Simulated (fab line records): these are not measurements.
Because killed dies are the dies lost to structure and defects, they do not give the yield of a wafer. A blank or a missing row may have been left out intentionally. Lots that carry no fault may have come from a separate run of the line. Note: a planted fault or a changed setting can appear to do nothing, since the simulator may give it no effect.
What tool caused it?	flow sky130	10 lots with 30 wafers sampled at 3 steps, on a route of 708 steps

## WHAT THE GAUGES READ, wafer by wafer
SKY_VIA4_RS_MEAS_19: measurement is done with a four-point probe.
lot	measured	on	VIA4_W_RS (ohm/sq)
L681	day 43 04:59	filmMetro-01	0.2262 0.2242 0.2240
L682	day 43 11:59	filmMetro-04	0.2274 0.2261 0.2274
L683	day 44 01:16	filmMetro-03	0.2257 0.2232 0.2286
L687	day 45 00:18	filmMetro-04	0.2281 0.2298 0.2292
L691	day 45 19:46	filmMetro-04	0.2239 0.2259 0.2288
L694	day 46 18:11	filmMetro-04	0.2224 0.2251 0.2226
L697	day 47 07:18	filmMetro-04	0.2234 0.2278 0.2285
L699	day 47 22:25	filmMetro-03	0.2267 0.2252 0.2262
L700	day 47 23:08	filmMetro-04	0.2303 0.2294 0.2307
L704	day 48 15:59	filmMetro-01	0.2298 0.2239 0.2229

## TOOL THAT RAN EACH LOT (tool first, then ch and the chambers of the sampled wafers, then the start)
lot	SKY_CAP2M_STRIP_14	SKY_VIA4_ETCH_12
L681	plasmaAsher-03 ch 0,1, day 41 02:26	rieDiel-01 ch 0,2,3, day 43 04:05
L682	plasmaAsher-02 ch 0,1, day 41 10:26	rieDiel-01 ch 1,2,3, day 43 11:05
L683	plasmaAsher-01 ch 0,1, day 41 23:18	rieDiel-01 ch 0,1,2, day 44 00:22
L687	plasmaAsher-03 ch 0,1, day 42 23:47	rieDiel-01 ch 0,1,3, day 44 23:13
L691	plasmaAsher-02 ch 0,1, day 43 21:00	rieDiel-02 ch 0,1,3, day 45 18:50
L694	plasmaAsher-02 ch 0,1, day 44 21:19	rieDiel-04 ch 0,2,3, day 46 17:16
L697	plasmaAsher-02 ch 0,1, day 45 11:04	rieDiel-01 ch 0,2, day 47 06:25
L699	plasmaAsher-03 ch 0,1, day 46 02:35	rieDiel-02 ch 0,1,2, day 47 21:28
L700	plasmaAsher-01 ch 1, day 46 04:07	rieDiel-01 ch 2,3, day 47 22:14
L704	plasmaAsher-03 ch 1, day 46 21:23	rieDiel-01 ch 1,3, day 48 15:06
- SKY_CAP2M_STRIP_14: strips in O2/N2.
- SKY_VIA4_ETCH_12: etches SiO2 in C4F8/O2/Ar, stops on TiN, target depth 580 nm.

## THE ANSWER, worked out from the rows above alone
Rule: what is usual is taken from the lots themselves. Put in order of their means at a reading, lots are off if they are a third of the lots or fewer, leave a main group of 4 or more, and stand apart from it by a gap of 3 or more times the standard deviation of the main group's means; of several such gaps the widest counts. A main group is skipped when, at the precision printed for the reading in the tables above, its means are all equal. Also off: a lot with no number at a reading for which 4 or more lots have one. Where the step has rows for the other lots, those lots are counted as sound.
No lot is off on any of the readings shown, so nothing can be concluded from this.

## WHAT THE SIMULATOR HAD PUT IN
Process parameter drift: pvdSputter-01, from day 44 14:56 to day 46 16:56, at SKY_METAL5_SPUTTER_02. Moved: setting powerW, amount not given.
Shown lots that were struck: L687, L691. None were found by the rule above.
